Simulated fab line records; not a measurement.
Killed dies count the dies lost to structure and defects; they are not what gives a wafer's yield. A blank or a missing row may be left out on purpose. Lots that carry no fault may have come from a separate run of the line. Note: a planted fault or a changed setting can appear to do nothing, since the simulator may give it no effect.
fab line records | flow sky130 | part 1 of 2: steps 1 to 30 of 44
[record] lots = 5 wafers = 15 lastDay = 50
route steps=708 shown LDD_LDN@291 SPACER@304 POLY_CUT@307 SD_P@320 RES_XHIGH@332
lots untouched by any fault: they come from a run of this same line in which no faults occurred
startH: hours from the record's first day to the start of the lot's first wafer shown | waitH: how many hours have passed since the lot's step before this one | " same as the row above | L1.1+2: several wafers, shown together as one row | - either no value or no given start | * or withheld: withheld | < > ~ a bound
route shown NAME@n: a module of which the file shows steps, and the number in the route of the first | usual: mean and standard deviation over wafers with no fault | same: alike in all rows | chamber/n: place in a boat | sites: the reading at each site | _std_site: their standard deviation | _edge_site: mean of outer sites minus mean of inner sites | radiusMm: how far each site lies from the wafer's centre | mask NAME#n: copy n | behind: the last tool/chamber to shape the wafer | hold: what put the lot on hold/how long, in hours/how the hold closed | device: transistor that didn't switch, given as n, p or np | end of line: the tests these same wafers got at the end of their route | a step with no rows: only its recipe | killed: dies lost to structure and defects at the first sort, not the wafer's yield | map: per-die view of a wafer (x killed, . not killed, _ where there is no die)
set.NAME: the run value of the setting; set.NAME@STEP: its run value at that earlier step | model.NAME: the simulator's own value behind a step, which no gauge read
a table for each step, a row for each wafer; lots at some steps of the route
services: the hour from which a tool's chamber was out of use, counted from the record's first day as startH (under 0 if before that day), plus the number of hours and why
[[steps]]
[step SKY_LDD_LDN_COAT_02]
[recipe] resist = NOVOLAK spinRpm = 3000 resistThkNm = 1140
// columns lot.wafer tool chamber startH waitH
L077.1+2+6 lithoTrack-03 0 534.71 0.1
L089.2+4+6 lithoTrack-03 0 632.59 0.1
L090.4+5+6 lithoTrack-04 0 674.88 0.1
L092.1+2+3 lithoTrack-01 0 676.20 0.1
L096.1+2+3 lithoTrack-03 0 690.81 0.1
[step SKY_LDD_LDN_SOFTBAKE_03]
[recipe] tempC = 90 timeS = 60 resist = NOVOLAK
[same] timeS = 60
// columns lot.wafer tool chamber startH waitH
L077.1+2+6 lithoTrack-03 0 534.86 0.1
L089.2+4+6 lithoTrack-03 0 632.74 0.1
L090.4+5+6 lithoTrack-04 0 675.03 0.1
L092.1+2+3 lithoTrack-01 0 676.35 0.1
L096.1+2+3 lithoTrack-03 0 690.96 0.1
[step SKY_LDD_LDN_EXPOSE_04]
[recipe] maskId = LDNTM na = 0.6 sourceShape = conventional sigmaOuter = 0.6 polarization = unpolarized targetCdNm = 700 doseMj = 140
[same] sigmaOuter = 0.6
// columns lot.wafer tool chamber startH waitH mask
L077.1+2+6 ilineStepper-01 0 - - LDNTM#0
L089.2+4+6 ilineStepper-01 0 - - LDNTM#0
L090.4+5+6 ilineStepper-01 0 - - LDNTM#0
L092.1+2+3 ilineStepper-01 0 - - LDNTM#0
L096.1+2+3 ilineStepper-02 0 - - LDNTM#0
[step SKY_LDD_LDN_PEB_05]
[recipe] tempC = withheld timeS = * resist = NOVOLAK
[same] timeS = *
// columns lot.wafer tool chamber startH waitH
L077.1+2+6 lithoTrack-03 0 - -
L089.2+4+6 lithoTrack-01 0 - -
L090.4+5+6 lithoTrack-04 0 - -
L092.1+2+3 lithoTrack-04 0 - -
L096.1+2+3 lithoTrack-03 0 - -
[step SKY_LDD_LDN_DEVELOP_06]
[recipe] resist = NOVOLAK developer = TMAH developTimeS = 60 devTempC = 23
[same] developTimeS = 60
// columns lot.wafer tool chamber startH waitH
L077.1+2+6 lithoTrack-03 0 549.61 0.1
L089.2+4+6 lithoTrack-01 0 647.13 0.1
L090.4+5+6 lithoTrack-04 0 688.78 0.1
L092.1+2+3 lithoTrack-04 0 689.95 0.1
L096.1+2+3 lithoTrack-03 0 704.46 0.1
[step SKY_LDD_LDN_OVL_MEAS_07]
[usual] LDD_LDN_OVL = 0.7/1.3
// columns lot.wafer tool chamber startH waitH LDD_LDN_OVL[nm]
L077.1 overlay-01 - 549.76 0.1 -0.2
L077.2 " - " " 0.2
L077.6 " - " " 1.4
L089.2 overlay-02 - 647.26 0.1 0.2
L089.4 " - " " 2.4
L089.6 " - " " 3.0
L090.4 overlay-02 - 688.87 0.1 2.4
L090.5 " - " " 0.4
L090.6 " - " " 3.0
L092.1 overlay-01 - 690.10 0.1 2.1
L092.2 " - " " 0.2
L092.3 " - " " 2.6
L096.1 overlay-01 - 704.61 0.1 -0.9
L096.2 " - " " -3.3
L096.3 " - " " -1.0
[step SKY_LDD_LDN_IMPLANT_08]
[recipe] species = As energyKev = 15 doseCm2 = 1.25e+13 tiltDeg = withheld rotationDeg = 23
// columns lot.wafer tool chamber startH waitH
L077.1+2+6 implanter-04 0 549.80 0.0
L089.2+4+6 implanter-04 0 647.31 0.0
L090.4+5+6 implanter-04 0 688.96 0.1
L092.1+2+3 implanter-03 0 690.14 0.0
L096.1+2+3 implanter-03 0 704.65 0.0
[step SKY_LDD_LDN_IMPLANT_09]
[recipe] species = As energyKev = 15 doseCm2 = 1.25e+13 tiltDeg = withheld rotationDeg = 113
// columns lot.wafer tool chamber startH waitH
L077.1+2+6 implanter-04 0 549.95 0.1
L089.2+4+6 implanter-04 0 647.46 0.1
L090.4+5+6 implanter-04 0 689.11 0.1
L092.1+2+3 implanter-03 0 690.29 0.1
L096.1+2+3 implanter-03 0 704.80 0.1
[step SKY_LDD_LDN_IMPLANT_10]
[recipe] species = As energyKev = 15 doseCm2 = 1.25e+13 tiltDeg = withheld rotationDeg = 203
// columns lot.wafer tool chamber startH waitH
L077.1+2+6 implanter-04 0 550.10 0.1
L089.2+4+6 implanter-04 0 647.61 0.1
L090.4+5+6 implanter-04 0 689.26 0.1
L092.1+2+3 implanter-03 0 690.44 0.1
L096.1+2+3 implanter-03 0 704.95 0.1
[step SKY_LDD_LDN_IMPLANT_11]
[recipe] species = As energyKev = 15 doseCm2 = 1.25e+13 tiltDeg = withheld rotationDeg = 293
// columns lot.wafer tool chamber startH waitH
L077.1+2+6 implanter-04 0 550.25 0.1
L089.2+4+6 implanter-04 0 647.76 0.1
L090.4+5+6 implanter-04 0 689.41 0.1
L092.1+2+3 implanter-03 0 690.59 0.1
L096.1+2+3 implanter-03 0 705.10 0.1
[step SKY_LDD_LDN_STRIP_12]
[recipe] chemistry = O2/N2 powerW = 1400 pressureMtorr = 1500 platenTempC = withheld o2FlowSccm = 3000 n2FlowSccm = 300 overashFraction = 0.5
[usual] drypumpMotorCurrentA = 5.87/0.3 n2FlowSccm = 300.0/0.99 oesProductAu = 0.715/0.0042 stripTimeToEndpointS = 14.17/0.036
// columns lot.wafer tool chamber startH waitH drypumpMotorCurrentA n2FlowSccm oesProductAu rfHoursCounterH stripTimeToEndpointS
L077.1 plasmaAsher-04 0 550.40 0.1 5.76 297.8 0.710 12 14.23
L077.2 " 1 " " 5.96 298.8 0.716 12 14.22
L077.6 " 0 " " 5.73 298.1 0.709 - 14.23
L089.2 plasmaAsher-04 0 647.89 0.1 5.75 297.4 0.711 22 14.12
L089.4 " 1 " " 5.99 302.4 0.714 - 14.12
L089.6 " 1 " " 5.99 302.3 0.716 - 14.16
L090.4 plasmaAsher-04 1 689.52 0.1 5.98 299.6 0.718 - 14.17
L090.5 " 1 " " 5.99 301.4 0.716 - 14.11
L090.6 " 0 " " 5.75 300.9 0.713 - 14.15
L092.1 plasmaAsher-04 1 690.74 0.1 6.01 299.1 0.718 26 14.16
L092.2 " 0 " " 5.75 299.9 0.710 26 14.18
L092.3 " 0 " " 5.73 299.4 0.716 - 14.21
L096.1 plasmaAsher-03 0 705.25 0.1 6.18 301.0 0.716 86 14.17
L096.2 " 1 " " 6.18 299.8 0.722 86 14.17
L096.3 " 0 " " 6.19 300.0 0.720 - 14.13
[step SKY_LDD_LDN_TW_MEAS_13]
[usual] LDD_LDN_TW = 1496/20
// columns lot.wafer tool chamber startH waitH LDD_LDN_TW
L077.1 filmMetro-03 - 550.50 0.1 1515
L077.2 " - " " 1505
L077.6 " - " " 1500
L089.2 filmMetro-02 - 648.00 0.1 1506
L089.4 " - " " 1500
L089.6 " - " " 1504
L090.4 filmMetro-03 - 689.62 0.1 1494
L090.5 " - " " 1509
L090.6 " - " " 1502
L092.1 filmMetro-03 - 690.84 0.1 1498
L092.2 " - " " 1500
L092.3 " - " " 1507
L096.1 filmMetro-02 - 705.35 0.1 1505
L096.2 " - " " 1498
L096.3 " - " " 1499
[step SKY_LDD_LDN_CLEAN_14]
[recipe] chemistry = SC1/SC2 mix = 1:4:20 tempC = 70 timeS = 150 dry = n2Spin
[usual] tempC = 69.97/0.11
[same] timeS = 150
// columns lot.wafer tool chamber startH waitH tempC
L077.1 wetBench-04 2 550.56 0.1 69.99
L077.2 " 2 " " 69.87
L077.6 " 2 " " 69.88
L089.2 wetBench-02 3 648.05 0.0 70.09
L089.4 " 3 " " 70.07
L089.6 " 3 " " 69.89
L090.4 wetBench-03 1 689.65 0.0 69.92
L090.5 " 1 " " 70.21
L090.6 " 1 " " 70.04
L092.1 wetBench-03 1 690.90 0.1 70.09
L092.2 " 1 " " 69.90
L092.3 " 1 " " 69.86
L096.1 wetBench-02 2 705.41 0.1 70.11
L096.2 " 2 " " 70.11
L096.3 " 2 " " 70.02
[step SKY_SPACER_CVD_00]
[recipe] material = Si3N4 precursor = DCS/NH3 targetThkNm = 43.1 tempC = 770 timeS = 740 pressureMtorr = 250
[usual] zonePowerBottomPct = 20.4/0.51 zonePowerLowerPct = 11.72/0.17
[same] timeS = 740
// columns lot.wafer tool chamber startH waitH zonePowerBottomPct zonePowerLowerPct
L077.1 lpcvd-02 0 551.72 1.1 19.8 11.78
L077.2 " 0 " " 20.0 11.98
L077.6 " 0 " " 20.2 11.77
L089.2 lpcvd-02 1 648.11 0.0 21.1 11.52
L089.4 " 1 " " 20.5 11.50
L089.6 " 1 " " 21.1 11.64
L090.4 lpcvd-02 0 689.70 0.0 19.6 11.76
L090.5 " 0 " " 19.8 11.80
L090.6 " 0 " " 20.2 11.71
L092.1 lpcvd-02 1 690.95 0.0 21.0 11.57
L092.2 " 1 " " 20.7 11.58
L092.3 " 1 " " 20.9 11.67
L096.1 lpcvd-02 1 705.46 0.0 20.8 11.50
L096.2 " 1 " " 20.6 11.77
L096.3 " 1 " " 20.8 11.57
[step SKY_SPACER_THK_MEAS_01]
[recipe] reads = Si3N4_of_SPACER_CVD_00
[usual] SPACER_CVD_00_THK = 42.9/0.41
// columns lot.wafer tool chamber startH waitH SPACER_CVD_00_THK[nm]
L077.1 filmMetro-04 - 552.93 0.0 43.4
L077.2 " - " " 43.6
L077.6 " - " " 43.6
L089.2 filmMetro-04 - 649.32 0.0 42.2
L089.4 " - " " 42.3
L089.6 " - " " 42.1
L090.4 filmMetro-03 - 690.93 0.0 43.3
L090.5 " - " " 43.0
L090.6 " - " " 43.0
L092.1 filmMetro-01 - 692.15 0.0 42.8
L092.2 " - " " 42.4
L092.3 " - " " 43.0
L096.1 filmMetro-03 - 706.66 0.0 43.0
L096.2 " - " " 43.1
L096.3 " - " " 43.0
[step SKY_SPACER_ETCHBACK_02]
[recipe] chemistry = CH3F/O2 target = Si3N4 stopOn = SiO2 sourceW = 400 biasW = 80 pressureMtorr = 25 ch3fFlowSccm = 40 O2_flow_sccm = 30 timeS = 46.7 targetDepthA = 450
[usual] ch3fFlowSccm = 40.00/0.12 drypumpMotorCurrentA = 5.4/0.35 oesProductAu = 0.853/0.0062 throttleValvePct = 10.562/0.0091
[same] timeS = 46.7
// columns lot.wafer tool chamber startH waitH ch3fFlowSccm drypumpMotorCurrentA oesProductAu rfHoursCounterH throttleValvePct
L077.1 rieDiel-01 0 552.99 0.1 40.25 5.5 0.862 4 10.566
L077.2 " 3 " " 39.89 5.5 0.861 37 10.552
L077.6 " 2 " " 40.12 4.8 0.864 - 10.574
L089.2 rieDiel-01 0 649.37 0.0 40.13 5.4 0.837 5 10.559
L089.4 " 1 " " 40.08 5.8 0.842 3 10.541
L089.6 " 0 " " 40.08 5.4 0.830 - 10.558
L090.4 rieDiel-03 3 690.96 0.0 39.87 5.0 0.855 1 10.560
L090.5 " 0 " " 40.15 5.5 0.846 - 10.556
L090.6 " 3 " " 40.02 4.9 0.858 - 10.555
L092.1 rieDiel-03 3 692.21 0.1 39.78 4.9 0.857 1 10.572
L092.2 " 0 " " 40.10 5.5 0.852 9 10.572
L092.3 " 2 " " 39.95 5.2 0.857 12 10.580
L096.1 rieDiel-01 3 706.72 0.1 40.16 5.5 0.861 40 10.575
L096.2 " 0 " " 39.92 5.4 0.856 6 10.563
L096.3 " 2 " " 40.20 4.9 0.858 10 10.559
[step SKY_POLY_CUT_DEHYDRATE_00]
[recipe] tempC = 200 timeS = 60
[same] timeS = 60
// columns lot.wafer tool chamber startH waitH
L077.1+2+6 lithoTrack-03 0 567.91 14.9
L089.2+4+6 lithoTrack-02 0 661.80 12.4
L090.4+5+6 lithoTrack-02 0 704.25 13.3
L092.1+2+3 lithoTrack-03 0 705.26 13.0
L096.1+2+3 lithoTrack-02 0 719.77 13.0
[step SKY_POLY_CUT_HMDS_01]
[recipe] primeTimeS = 60 primeTempC = 120
[same] primeTimeS = 60
// columns lot.wafer tool chamber startH waitH
L077.1+2+6 lithoTrack-03 0 568.06 0.1
L089.2+4+6 lithoTrack-02 0 661.95 0.1
L090.4+5+6 lithoTrack-02 0 704.40 0.1
L092.1+2+3 lithoTrack-03 0 705.41 0.1
L096.1+2+3 lithoTrack-02 0 719.92 0.1
[step SKY_POLY_CUT_COAT_02]
[recipe] resist = BARC tempC = withheld timeS = withheld spinRpm = 3000 resistThkNm = 60
// columns lot.wafer tool chamber startH waitH
L077.1+2+6 lithoTrack-03 0 568.21 0.1
L089.2+4+6 lithoTrack-02 0 662.10 0.1
L090.4+5+6 lithoTrack-02 0 704.55 0.1
L092.1+2+3 lithoTrack-03 0 705.56 0.1
L096.1+2+3 lithoTrack-02 0 720.07 0.1
[step SKY_POLY_CUT_COAT_03]
[recipe] resist = KrF-thick spinRpm = 3000 resistThkNm = 450
// columns lot.wafer tool chamber startH waitH
L077.1+2+6 lithoTrack-03 0 - -
L089.2+4+6 lithoTrack-02 0 - -
L090.4+5+6 lithoTrack-02 0 - -
L092.1+2+3 lithoTrack-03 0 - -
L096.1+2+3 lithoTrack-02 0 - -
[step SKY_POLY_CUT_SOFTBAKE_04]
[recipe] tempC = 100 timeS = 90 resist = KrF-thick
[same] timeS = 90
// columns lot.wafer tool chamber startH waitH
L077.1+2+6 lithoTrack-03 0 - -
L089.2+4+6 lithoTrack-02 0 - -
L090.4+5+6 lithoTrack-02 0 - -
L092.1+2+3 lithoTrack-03 0 - -
L096.1+2+3 lithoTrack-02 0 - -
[step SKY_POLY_CUT_EXPOSE_05]
[recipe] maskId = NPCM na = 0.8 sourceShape = annular sigmaInner = 0.55 sigmaOuter = 0.85 targetCdNm = 270 doseMj = 32
[same] sigmaOuter = 0.85
// columns lot.wafer tool chamber startH waitH mask
L077.1+2+6 krfScanner-02 0 - - NPCM#0
L089.2+4+6 krfScanner-01 0 - - NPCM#0
L090.4+5+6 krfScanner-02 0 - - NPCM#0
L092.1+2+3 krfScanner-01 0 - - NPCM#0
L096.1+2+3 krfScanner-02 0 - - NPCM#0
[step SKY_POLY_CUT_PEB_06]
[recipe] pebTempC = withheld pebTimeS = withheld resist = KrF-thick
// columns lot.wafer tool chamber startH waitH
L077.1+2+6 lithoTrack-04 0 - -
L089.2+4+6 lithoTrack-03 0 - -
L090.4+5+6 lithoTrack-02 0 - -
L092.1+2+3 lithoTrack-02 0 - -
L096.1+2+3 lithoTrack-03 0 - -
[step SKY_POLY_CUT_DEVELOP_07]
[recipe] developTimeS = 60 resist = KrF-thick devTempC = 21
[same] developTimeS = 60
// columns lot.wafer tool chamber startH waitH
L077.1+2+6 lithoTrack-04 0 - -
L089.2+4+6 lithoTrack-03 0 - -
L090.4+5+6 lithoTrack-02 0 - -
L092.1+2+3 lithoTrack-02 0 - -
L096.1+2+3 lithoTrack-03 0 - -
[step SKY_POLY_CUT_CD_MEAS_08]
[recipe] targetCdNm = 270
[usual] cdNm = 269.8/1.5
// columns lot.wafer tool chamber startH waitH cdNm
L077.1 cdSem-02 - 583.25 - 270.6
L077.2 " - " " 270.5
L077.6 " - " " 270.1
L089.2 cdSem-02 - 677.28 - 268.5
L089.4 " - " " 269.5
L089.6 " - " " 267.4
L090.4 cdSem-01 - 718.88 - 268.4
L090.5 " - " " 266.2
L090.6 " - " " 266.8
L092.1 cdSem-02 - 719.77 - 269.0
L092.2 " - " " 269.3
L092.3 " - " " 269.5
L096.1 cdSem-01 - 733.81 - 270.8
L096.2 " - " " 270.1
L096.3 " - " " 270.5
[step SKY_POLY_CUT_OVL_MEAS_09]
[usual] POLY_CUT_OVL = 0/4.9
// columns lot.wafer tool chamber startH waitH POLY_CUT_OVL[nm]
L077.1 overlay-01 - 583.37 0.1 -8
L077.2 " - " " 0
L077.6 " - " " -3
L089.2 overlay-01 - 677.39 0.1 4
L089.4 " - " " 4
L089.6 " - " " 6
L090.4 overlay-02 - 718.96 0.1 1
L090.5 " - " " 6
L090.6 " - " " -1
L092.1 overlay-01 - 719.89 0.1 5
L092.2 " - " " 0
L092.3 " - " " 11
L096.1 overlay-02 - 733.93 0.1 -5
L096.2 " - " " 1
L096.3 " - " " 0
[step SKY_POLY_CUT_ETCH_10]
[recipe] chemistry = N2/H2 target = BARC ionEnergyEv = 200 sourceW = 500 biasW = 100 pressureMtorr = 30 n2FlowSccm = 100 h2FlowSccm = 200 stopOn = SiO2 timeS = 45.9 targetDepthA = 600
[usual] drypumpMotorCurrentA = 5.5/0.38 n2FlowSccm = 100.0/0.31 oesProductAu = 0.855/0.0054 throttleValvePct = 13.224/0.0087
[same] timeS = 45.9
// columns lot.wafer tool chamber startH waitH drypumpMotorCurrentA n2FlowSccm oesProductAu rfHoursCounterH throttleValvePct
L077.1 rieDiel-01 0 583.41 0.0 5.4 100.0 0.860 4 13.228
L077.2 " 3 " " 5.5 99.3 0.858 38 13.225
L077.6 " 0 " " 5.4 100.2 0.863 - 13.230
L089.2 rieDiel-02 2 677.42 0.0 5.3 100.0 0.858 12 13.225
L089.4 " 3 " " 5.8 100.0 0.845 - 13.216
L089.6 " 0 " " 5.1 100.1 0.854 - 13.219
L090.4 rieDiel-02 2 718.98 0.0 5.2 100.3 0.855 14 13.225
L090.5 " 1 " " 5.8 99.7 0.855 - 13.212
L090.6 " 0 " " 5.1 100.1 0.860 - 13.225
L092.1 rieDiel-01 1 719.93 0.0 5.8 100.1 0.851 4 13.229
L092.2 " 3 " " 5.5 99.9 0.855 40 13.207
L092.3 " 2 " " 4.9 100.4 0.854 10 13.216
L096.1 rieDiel-02 0 733.97 0.0 5.1 100.1 0.855 3 13.219
L096.2 " 2 " " 5.2 99.8 0.860 14 13.232
L096.3 " 3 " " 5.8 100.0 0.854 14 13.229
[step SKY_POLY_CUT_ETCH_11]
[recipe] target = Si3N4 chemistry = CF4/CH2F2/Ar stopOn = poly-Si sourceW = 600 biasW = 150 pressureMtorr = 40 cf4FlowSccm = 40 ch2f2FlowSccm = 20 Ar_flow_sccm = 150 timeS = 42.5 targetDepthA = 600
[usual] drypumpMotorCurrentA = 5.5/0.38 oesProductAu = 0.829/0.0061 throttleValvePct = 14.993/0.0082
[same] timeS = 42.5
// columns lot.wafer tool chamber startH waitH drypumpMotorCurrentA oesProductAu rfHoursCounterH throttleValvePct
L077.1 rieDiel-01 0 583.45 0.0 5.5 0.822 4 14.998
L077.2 " 3 " " 5.5 0.845 38 15.000
L077.6 " 0 " " 5.4 0.832 - 14.997
L089.2 rieDiel-02 2 677.46 0.0 5.3 0.832 12 14.987
L089.4 " 3 " " 5.8 0.836 - 14.992
L089.6 " 0 " " 5.1 0.834 - 14.984
L090.4 rieDiel-02 2 719.02 0.0 5.2 0.827 14 14.998
L090.5 " 1 " " 5.8 0.831 - 15.000
L090.6 " 0 " " 5.1 0.833 - 14.990
L092.1 rieDiel-01 1 719.97 0.0 5.8 0.834 4 14.985
L092.2 " 3 " " 5.5 0.827 40 15.009
L092.3 " 2 " " 4.8 0.835 10 15.000
L096.1 rieDiel-02 0 734.01 0.0 5.1 0.823 3 14.990
L096.2 " 2 " " 5.2 0.821 14 14.981
L096.3 " 3 " " 5.8 0.816 14 14.992
[step SKY_POLY_CUT_STRIP_12]
[recipe] chemistry = O2/N2 powerW = 1400 pressureMtorr = 1500 platenTempC = withheld o2FlowSccm = 3000 n2FlowSccm = 300 overashFraction = 0.5
[usual] drypumpMotorCurrentA = 5.7/0.35 n2FlowSccm = 300.1/0.93 oesProductAu = 0.453/0.0045 stripTimeToEndpointS = 5.358/0.017
// columns lot.wafer tool chamber startH waitH drypumpMotorCurrentA n2FlowSccm oesProductAu rfHoursCounterH stripTimeToEndpointS
L077.1 plasmaAsher-04 1 583.49 0.0 6.0 300.4 0.455 15 5.372
L077.2 " 0 " " 5.7 300.4 0.452 15 5.357
L077.6 " 0 " " 5.7 300.0 0.450 - 5.342
L089.2 plasmaAsher-02 0 677.50 0.0 5.1 300.6 0.445 56 5.323
L089.4 " 0 " " 5.1 299.7 0.452 - 5.331
L089.6 " 0 " " 5.1 301.1 0.459 - 5.338
L090.4 plasmaAsher-04 1 719.09 0.1 6.0 299.4 0.458 - 5.356
L090.5 " 0 " " 5.7 301.2 0.452 - 5.370
L090.6 " 1 " " 6.0 300.3 0.450 - 5.377
L092.1 plasmaAsher-04 1 720.01 0.0 6.0 301.6 0.447 29 5.337
L092.2 " 0 " " 5.7 300.6 0.450 29 5.345
L092.3 " 0 " " 5.8 300.2 0.455 - 5.341
L096.1 plasmaAsher-02 0 734.05 0.0 5.1 299.0 0.444 61 5.366
L096.2 " 1 " " 6.2 299.0 0.442 61 5.372
L096.3 " 1 " " 6.2 298.8 0.445 - 5.364
[step SKY_SD_P_DEHYDRATE_00]
[recipe] tempC = 200 timeS = 60
[same] timeS = 60
// columns lot.wafer tool chamber startH waitH
L077.1+2+6 lithoTrack-02 0 598.22 14.7
L089.2+4+6 lithoTrack-02 0 691.00 13.5
L090.4+5+6 lithoTrack-02 0 731.40 12.3
L092.1+2+3 lithoTrack-02 0 732.22 12.2
L096.1+2+3 lithoTrack-03 0 747.31 13.2
